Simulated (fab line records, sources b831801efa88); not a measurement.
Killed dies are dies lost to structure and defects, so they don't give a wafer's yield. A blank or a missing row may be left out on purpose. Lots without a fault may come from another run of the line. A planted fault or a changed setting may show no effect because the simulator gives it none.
fab line records | flow gf180mcu
record lots=15 wafers=45 last_day=34
route steps=602 shown STI@3 MVPSD@89 VT_IMPLANT@105 HV_LDD@198
lots that met no fault: from a run of the same line without faults
start_h: hours from the record's first day to the start of the lot's first wafer shown | wait_h: hours since the lot's step before | " the same as in the row above | L1.1+2: a row that stands for several wafers | - no value, or no start given | * or withheld: withheld | < > ~ a bound
route shown NAME@n: a module of which the file shows steps, and the number in the route of the first | usual: mean/standard deviation of fault-free wafers | same: alike in all rows | chamber/n: place in a boat | sites: the reading at each site | _std_site: their standard deviation | _edge_site: outer sites' mean less inner sites' | radius_mm: how far each site lies from the wafer's centre | mask NAME#n: copy n | behind: the tool/chamber that last shaped the wafer | hold: why the lot was held/for how many hours/how that ended | device: the transistor (n, p or np) that didn't switch | end of line: the same wafers' tests at the end of the route | a step without rows: its recipe alone | killed: dies lost to structure and defects at the first sort, not the wafer's yield | map: a wafer's dies, x killed, . not, _ none there
set.NAME: the setting as run; set.NAME@STEP: as run at that earlier step | model.NAME: the simulator's own value behind a step, which no gauge read
steps of the route over a sample of lots; a table a step, a row a wafer
services: from which hour (start_h, from the record's first day; less than 0 if before it) a tool's chamber was out of use, for how many hours, and why
## steps
# step GF_STI_THK_MEAS_02
# recipe reads=SiO2_of_STI_OXIDATION_01
# usual STI_OXIDATION_THK=9.94/0.19
# columns lot.wafer tool chamber start_h wait_h STI_OXIDATION_THK[nm]
L101.2 film_metro-02 - 12.16 0.0 9.75
L101.3 " - " " 9.75
L101.5 " - " " 9.85
L103.1 film_metro-02 - 21.51 0.0 9.73
L103.3 " - " " 9.69
L103.6 " - " " 9.65
L105.2 film_metro-03 - 32.01 0.0 9.65
L105.3 " - " " 9.66
L105.6 " - " " 9.83
L107.3 film_metro-03 - 41.53 0.0 10.16
L107.4 " - " " 10.14
L107.6 " - " " 10.17
L108.3 film_metro-04 - 46.59 0.0 9.73
L108.4 " - " " 9.74
L108.6 " - " " 9.83
L109.3 film_metro-02 - 51.70 0.0 9.91
L109.4 " - " " 9.91
L109.6 " - " " 9.94
L110.1 film_metro-02 - 56.51 0.0 9.85
L110.2 " - " " 9.69
L110.3 " - " " 9.83
L112.1 film_metro-04 - 66.89 0.0 9.84
L112.5 " - " " 9.71
L112.6 " - " " 9.94
L115.3 film_metro-02 - 82.17 0.0 9.78
L115.4 " - " " 9.84
L115.6 " - " " 9.82
L117.1 film_metro-02 - 91.66 0.0 9.88
L117.3 " - " " 10.01
L117.4 " - " " 10.02
L119.4 film_metro-04 - 101.54 0.0 10.20
L119.5 " - " " 10.16
L119.6 " - " " 10.06
L120.2 film_metro-03 - 107.83 0.0 10.33
L120.3 " - " " 10.35
L120.6 " - " " 10.34
L121.4 film_metro-02 - 111.54 0.0 10.07
L121.5 " - " " 10.02
L121.6 " - " " 10.00
L123.1 film_metro-04 - 121.51 0.0 10.31
L123.3 " - " " 10.13
L123.4 " - " " 10.28
L124.1 film_metro-03 - 126.52 0.0 10.06
L124.2 " - " " 9.95
L124.5 " - " " 10.10
# step GF_MVPSD_TW_MEAS_11
# usual MVPSD_TW=547/4.6
# columns lot.wafer tool chamber start_h wait_h MVPSD_TW
L101.2 film_metro-03 - 97.78 0.1 540
L101.3 " - " " 545
L101.5 " - " " 543
L103.1 film_metro-01 - 110.52 0.1 551
L103.3 " - " " 548
L103.6 " - " " 551
L105.2 film_metro-01 - 122.22 0.1 551
L105.3 " - " " 553
L105.6 " - " " 550
L107.3 film_metro-01 - 131.64 0.1 549
L107.4 " - " " 551
L107.6 " - " " 553
L108.3 film_metro-03 - 137.99 0.1 544
L108.4 " - " " 547
L108.6 " - " " 543
L109.3 film_metro-01 - 147.34 0.1 549
L109.4 " - " " 547
L109.6 " - " " 551
L110.1 film_metro-01 - 150.86 0.1 551
L110.2 " - " " 550
L110.3 " - " " 554
L112.1 film_metro-04 - 164.40 0.1 551
L112.5 " - " " 548
L112.6 " - " " 550
L115.3 film_metro-03 - 181.69 0.1 537
L115.4 " - " " 537
L115.6 " - " " 538
L117.1 film_metro-04 - 191.16 0.1 551
L117.3 " - " " 549
L117.4 " - " " 549
L119.4 film_metro-01 - 202.90 0.1 551
L119.5 " - " " 551
L119.6 " - " " 548
L120.2 film_metro-03 - 209.93 0.1 541
L120.3 " - " " 539
L120.6 " - " " 542
L121.4 film_metro-03 - 215.38 0.1 540
L121.5 " - " " 542
L121.6 " - " " 538
L123.1 film_metro-01 - 227.31 0.1 549
L123.3 " - " " 547
L123.4 " - " " 551
L124.1 film_metro-01 - 233.90 0.1 550
L124.2 " - " " 547
L124.5 " - " " 549
# step GF_VT_IMPLANT_EXPOSE_15
# recipe mask_id=Nwell_LV_AREA target_cd_nm=860 na=0.6 source_shape=conventional sigma_outer=0.6 dose_mj=140
# usual exposure_dose_mJ_cm2=140.05/0.13 focus_offset_nm=0.0/0.52 reticle_temp_C=23.00/0.11
# columns lot.wafer tool chamber start_h wait_h mask exposure_dose_mJ_cm2 focus_offset_nm reticle_temp_C
L101.2 iline_stepper-02 0 119.66 - Nwell_LV_AREA#0 140.29 0.4 22.92
L101.3 " 0 " " Nwell_LV_AREA#0 140.16 0.1 22.87
L101.5 " 0 " " Nwell_LV_AREA#0 140.02 -0.6 22.88
L103.1 iline_stepper-02 0 132.93 - Nwell_LV_AREA#0 139.98 0.5 22.79
L103.3 " 0 " " Nwell_LV_AREA#0 140.07 0.0 22.97
L103.6 " 0 " " Nwell_LV_AREA#0 140.08 0.7 22.87
L105.2 iline_stepper-02 0 144.53 - Nwell_LV_AREA#0 140.10 0.0 22.82
L105.3 " 0 " " Nwell_LV_AREA#0 140.04 -0.1 22.91
L105.6 " 0 " " Nwell_LV_AREA#0 140.16 -1.0 22.95
L107.3 iline_stepper-02 - 154.42 - Nwell_LV_AREA#0 - - -
L107.4 " - " " Nwell_LV_AREA#0 - - -
L107.6 " - " " Nwell_LV_AREA#0 - - -
L108.3 iline_stepper-02 - 160.80 - Nwell_LV_AREA#0 - - -
L108.4 " - " " Nwell_LV_AREA#0 - - -
L108.6 " - " " Nwell_LV_AREA#0 - - -
L109.3 iline_stepper-02 - 171.84 - Nwell_LV_AREA#0 - - -
L109.4 " - " " Nwell_LV_AREA#0 - - -
L109.6 " - " " Nwell_LV_AREA#0 - - -
L110.1 iline_stepper-02 0 174.53 - Nwell_LV_AREA#0 139.98 0.1 22.95
L110.2 " 0 " " Nwell_LV_AREA#0 140.19 0.1 23.07
L110.3 " 0 " " Nwell_LV_AREA#0 139.97 1.2 23.02
L112.1 iline_stepper-01 0 189.01 - Nwell_LV_AREA#0 139.95 0.1 23.07
L112.5 " 0 " " Nwell_LV_AREA#0 140.02 0.0 23.11
L112.6 " 0 " " Nwell_LV_AREA#0 140.01 -0.2 22.86
L115.3 iline_stepper-01 0 206.62 - Nwell_LV_AREA#0 140.03 0.2 23.09
L115.4 " 0 " " Nwell_LV_AREA#0 140.24 -0.3 22.99
L115.6 " 0 " " Nwell_LV_AREA#0 140.14 -0.4 22.94
L117.1 iline_stepper-02 0 216.96 - Nwell_LV_AREA#0 140.31 0.0 22.97
L117.3 " 0 " " Nwell_LV_AREA#0 140.20 0.1 22.81
L117.4 " 0 " " Nwell_LV_AREA#0 140.02 0.2 22.84
L119.4 iline_stepper-02 0 229.71 - Nwell_LV_AREA#0 139.96 -0.8 22.91
L119.5 " 0 " " Nwell_LV_AREA#0 139.96 -0.3 23.09
L119.6 " 0 " " Nwell_LV_AREA#0 139.86 -0.9 22.88
L120.2 iline_stepper-02 0 237.45 - Nwell_LV_AREA#0 140.20 0.6 22.84
L120.3 " 0 " " Nwell_LV_AREA#0 140.02 0.1 22.92
L120.6 " 0 " " Nwell_LV_AREA#0 140.08 -0.1 22.84
L121.4 iline_stepper-01 0 242.94 - Nwell_LV_AREA#0 139.91 -0.4 23.18
L121.5 " 0 " " Nwell_LV_AREA#0 140.04 -0.4 22.96
L121.6 " 0 " " Nwell_LV_AREA#0 139.85 -0.8 22.96
L123.1 iline_stepper-02 0 254.90 - Nwell_LV_AREA#0 139.84 0.1 22.87
L123.3 " 0 " " Nwell_LV_AREA#0 139.81 -0.3 22.99
L123.4 " 0 " " Nwell_LV_AREA#0 139.85 0.0 22.96
L124.1 iline_stepper-02 0 262.01 - Nwell_LV_AREA#0 140.07 0.1 23.16
L124.2 " 0 " " Nwell_LV_AREA#0 140.08 0.5 22.99
L124.5 " 0 " " Nwell_LV_AREA#0 140.36 0.7 23.02
# step GF_HV_LDD_STRIP_22
# recipe chemistry=O2/N2 power_w=1400 pressure_mtorr=1500 platen_temp_c=250 o2_flow_sccm=3000 n2_flow_sccm=300 overash_fraction=0.5
# usual drypump_motor_current_A=5.9/0.57 heater_power_w=328/36 oes_product_au=0.716/0.0045 strip_time_to_endpoint_s=12.62/0.032
# columns lot.wafer tool chamber start_h wait_h drypump_motor_current_A heater_power_w oes_product_au rf_hours_counter_h strip_time_to_endpoint_s
L101.2 plasma_asher-04 1 241.93 0.1 5.3 309 0.714 60 12.64
L101.3 " 0 " " 6.7 335 0.718 - 12.61
L101.5 " 1 " " 5.3 306 0.717 - 12.62
L103.1 plasma_asher-01 0 253.29 0.1 6.6 259 0.711 45 12.60
L103.3 " 0 " " 6.6 261 0.712 - 12.60
L103.6 " 1 " " 5.8 376 0.721 - 12.61
L105.2 plasma_asher-03 1 267.78 0.1 5.9 349 0.716 60 12.57
L105.3 " 1 " " 5.9 345 0.716 - 12.57
L105.6 " 0 " " 5.3 340 0.719 - 12.56
L110.1 plasma_asher-03 0 305.73 0.1 5.2 342 0.718 64 12.66
L110.2 " 1 " " 5.9 344 0.714 64 12.62
L110.3 " 0 " " 5.3 338 0.716 - 12.69
L112.1 plasma_asher-04 1 319.93 0.1 5.3 307 0.712 68 12.56
L112.5 " 0 " " 6.7 339 0.711 - 12.62
L112.6 " 1 " " 5.3 315 0.717 - 12.63
L115.3 plasma_asher-01 1 340.66 0.1 5.8 368 0.722 - 12.58
L115.4 " 0 " " 6.6 253 0.721 - 12.61
L115.6 " 0 " " 6.6 262 0.714 - 12.58
L117.1 plasma_asher-03 0 353.78 0.1 5.3 350 0.720 68 12.62
L117.3 " 0 " " 5.3 338 0.716 - 12.60
L117.4 " 1 " " 5.9 339 0.719 - 12.62
L119.4 plasma_asher-04 0 369.45 0.1 6.7 339 0.718 - 12.64
L119.5 " 1 " " 5.3 318 0.717 - 12.61
L119.6 " 0 " " 6.7 338 0.716 - 12.63
L120.2 plasma_asher-04 0 382.48 0.1 6.7 350 0.726 74 12.61
L120.3 " 1 " " 5.3 307 0.716 - 12.67
L120.6 " 0 " " 6.7 334 0.722 - 12.64
L121.4 plasma_asher-01 1 386.37 0.1 5.8 371 0.713 - 12.65
L121.5 " 0 " " 6.6 255 0.717 - 12.64
L121.6 " 1 " " 5.8 372 0.716 - 12.66
L123.1 plasma_asher-03 0 400.63 0.1 5.3 347 0.714 72 12.66
L123.3 " 0 " " 5.3 344 0.714 - 12.65
L123.4 " 1 " " 5.9 342 0.714 - 12.65
L124.1 plasma_asher-01 0 409.93 0.1 6.6 256 0.721 62 12.67
L124.2 " 1 " " 5.8 369 0.720 62 12.63
L124.5 " 0 " " 6.6 266 0.713 - 12.60
## services
# columns tool chamber start_h hours kind
plasma_asher-04 - 98.58 14.6 pm
plasma_asher-01 - 98.93 2.6 repair
plasma_asher-03 - 113.18 14.6 pm
iline_stepper-01 - 152.58 12.7 repair
plasma_asher-01 - 172.86 24.5 repair
plasma_asher-03 - 183.21 3.0 repair
plasma_asher-01 - 202.65 2.8 pm
iline_stepper-02 - 224.81 1.7 pm
iline_stepper-01 - 238.49 1.7 pm
iline_stepper-01 - 245.79 2.1 pm
iline_stepper-01 - 247.87 - consumable_replace:lamp
plasma_asher-04 - 267.46 3.6 repair
plasma_asher-03 - 273.42 2.0 repair
plasma_asher-03 - 307.17 6.2 repair
plasma_asher-04 - 345.49 1.9 repair
## key
first_sign step=GF_VT_IMPLANT_EXPOSE_15 reading=tool_record direction=missing
effect none on later readings
met_at GF_VT_IMPLANT_EXPOSE_15
struck_lots L107,L108,L109
later_rows_left_out L107.3,L107.4,L107.6,L108.3,L108.4,L108.6,L109.3,L109.4,L109.6
sort_left_out L107.3,L107.4,L107.6,L108.3,L108.4,L108.6,L109.3,L109.4,L109.6
tester_left_out L107,L108,L109
not_acting_at GF_STI_THK_MEAS_02,GF_MVPSD_TW_MEAS_11,GF_HV_LDD_STRIP_22
onset_between 144.53 154.42
fault kind=skipped_step_whole tool=iline_stepper-02 chamber=- onset_h=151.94 steps=GF_VT_IMPLANT_EXPOSE_15 scope=struck_lots_only
# tester_left_out: of these lots the tester's yield and bins aren't shown, on N5 and GAA mostly nor the transistor test; their killed dies are dies lost to structure and defects alone, not to doping, threshold or leakage, so they don't give the yield
# sort_left_out: the simulated sort isn't trusted on such a fault, so these wafers' sort isn't shown, and their yield isn't known
# later_rows_left_out: the simulator's readings of these wafers behind a module that went badly wrong aren't trusted and aren't shown, but for the sort
